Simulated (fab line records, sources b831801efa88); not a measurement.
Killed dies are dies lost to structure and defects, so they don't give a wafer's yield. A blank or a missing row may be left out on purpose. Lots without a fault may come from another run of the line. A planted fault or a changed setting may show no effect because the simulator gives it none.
One fault seen from 2 desks / flow sky130 / what lay behind the numbers comes last; until then each desk has only its own

## AT THE METROLOGY DESK
What the gauges read, lot by lot, whatever tool the lot ran on: means of the sampled wafers that have a number. A lot is out of limits, marked OUT, if its mean lies more than 4 standard deviations from the usual mean; the brackets give that distance.
Columns: A = GATE_OXIDE_OVL at SKY_GATE_OXIDE_OVL_MEAS_10, usual 0.7 nm; B = POLY_GATE_CVD_03_THK at SKY_POLY_GATE_THK_MEAS_04, usual 74.8 nm
lot=L311; first seen here=day 13 23:44; A=0.7; B=74.4
lot=L313; first seen here=day 14 16:33; A=-1.0; B=75.0
lot=L315; first seen here=day 14 20:50; A=-0.4; B=-
lot=L326; first seen here=day 18 23:17; A=1.4; B=74.5
lot=L327; first seen here=day 19 03:41; A=1.1; B=75.2
lot=L328; first seen here=day 19 14:30; A=-0.1; B=76.2
lot=L329; first seen here=day 20 00:46; A=0.3; B=74.7
lot=L330; first seen here=day 20 05:59; A=0.6; B=75.0
lot=L331; first seen here=day 21 03:19; A=-0.1; B=74.3
lot=L332; first seen here=day 22 00:40; A=-0.3; B=74.5
lot=L333; first seen here=day 22 01:05; A=-1.4; B=74.9
lot=L334; first seen here=day 22 04:48; A=1.8; B=75.4
This desk's verdict: no lot among the 12 shows anything out of limits.

## TOOL OWNER'S DESK, plasma-asher-01
The tool's own readings at SKY_GATE_OXIDE_STRIP_13 (strips in O2/N2): means of the sampled wafers that have a number, for each lot that ran on this tool. A lot is out of limits, marked OUT, if its mean lies more than 4 standard deviations from the usual mean; the brackets give that distance.
Columns: A = chamber-pressure-mTorr at SKY_GATE_OXIDE_STRIP_13, usual 1499.9 mTorr; B = drypump-motor-current-A at SKY_GATE_OXIDE_STRIP_13, usual 5.7 A; C = oes-product-au at SKY_GATE_OXIDE_STRIP_13, usual 0.715 a.u.; D = strip-time-to-endpoint-s at SKY_GATE_OXIDE_STRIP_13, usual 14.16 s
lot=L315; first seen here=day 14 21:08; A=1501.9; B=5.8; C=0.931 (+49) OUT; D=-
lot=L326; first seen here=day 18 23:40; A=1498.5; B=5.8; C=0.715; D=14.21
This desk's verdict: out of limits on L315, starting with L315 at day 14 21:08 (oes-product-au at SKY_GATE_OXIDE_STRIP_13). L326 stayed within limits.

## BROUGHT TOGETHER
An alarm could have come from the tool owner's desk at day 14 21:08, on L315.
Metrology desk: nothing out of limits seen.
The metrology desk has L315 on record, within its limits.
Of the lots named, all ran SKY_GATE_OXIDE_STRIP_13 on plasma-asher-01.

## WHAT WAS PUT IN BY THE SIMULATOR
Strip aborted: plasma-asher-01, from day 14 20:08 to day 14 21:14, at SKY_GATE_OXIDE_STRIP_13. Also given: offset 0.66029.
Lots struck among those shown: L315.
Each desk's first reading out of limits, in hours after the fault started: the tool owner's desk, 1.
